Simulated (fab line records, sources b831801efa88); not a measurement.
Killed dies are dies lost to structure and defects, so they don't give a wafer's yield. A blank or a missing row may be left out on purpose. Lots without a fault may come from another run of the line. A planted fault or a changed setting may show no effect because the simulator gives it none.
Which tool did it? | flow sky130 | 7 lots, 21 wafers sampled, at 2 steps of a route of 708

WHAT THE GAUGES READ, wafer by wafer
SKY_LDD_HVN_TW_MEAS_10.
lot  | measured     | on            | LDD_HVN_TW
L398 | day 21 06:01 | film_metro-01 | 1444 1445 1445
L401 | day 22 03:25 | film_metro-02 | 1439 1443 1433
L407 | day 24 07:14 | film_metro-02 | 1421 1420 1421
L408 | day 24 16:32 | film_metro-01 | 1440 1441 1429
L410 | day 25 16:04 | film_metro-03 | 1366 1369 1364
L412 | day 26 09:22 | film_metro-01 | 1444 1431 1446
L415 | day 27 02:37 | film_metro-03 | 1433 1434 1436

WHICH TOOL RAN EACH LOT (tool, then ch and the chambers of the sampled wafers, then the start)
lot  | SKY_LDD_HVN_IMPLANT_08
L398 | implanter-02 ch 0, day 21 05:46
L401 | implanter-02 ch 0, day 22 03:10
L407 | implanter-02 ch 0, day 24 07:01
L408 | implanter-03 ch 0, day 24 16:20
L410 | implanter-03 ch 0, day 25 15:49
L412 | implanter-02 ch 0, day 26 09:07
L415 | implanter-02 ch 0, day 27 02:22
- SKY_LDD_HVN_IMPLANT_08

THE ANSWER, worked out from the rows above alone
Rule: what is usual is taken from the lots themselves. Put in order of their means at a reading, lots are off if they are a third of the lots or fewer, leave a main group of 4 or more, and stand apart from it by a gap of 3 or more times the standard deviation of the main group's means; of several such gaps the widest counts. A main group whose means are all the same, to the digits that the tables above print for the reading, isn't used. A lot without any number at a reading at which 4 lots or more have one is off too. The other lots that the step has rows for count as sound.
Off: L410, at SKY_LDD_HVN_TW_MEAS_10 (LDD_HVN_TW). The main group: mean 1436, standard deviation 7.5.
A tool fits if, at a process step before that reading, it ran every lot that is off, and no sound lot after the first of them. The gauges at SKY_LDD_HVN_TW_MEAS_10 are tried like those tools. One fits: implanter-03 at SKY_LDD_HVN_IMPLANT_08. Its last sound lot is L408 (day 24 16:20), its first lot that is off L410 (day 25 15:49): a fault that began between those two fits.

WHAT THE SIMULATOR HAD PUT IN
Process parameter drift: implanter-03, from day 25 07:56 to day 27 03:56, at SKY_LDD_HVN_IMPLANT_08. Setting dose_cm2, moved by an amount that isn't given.
Lots struck among those shown: L410. The rule above found the same.
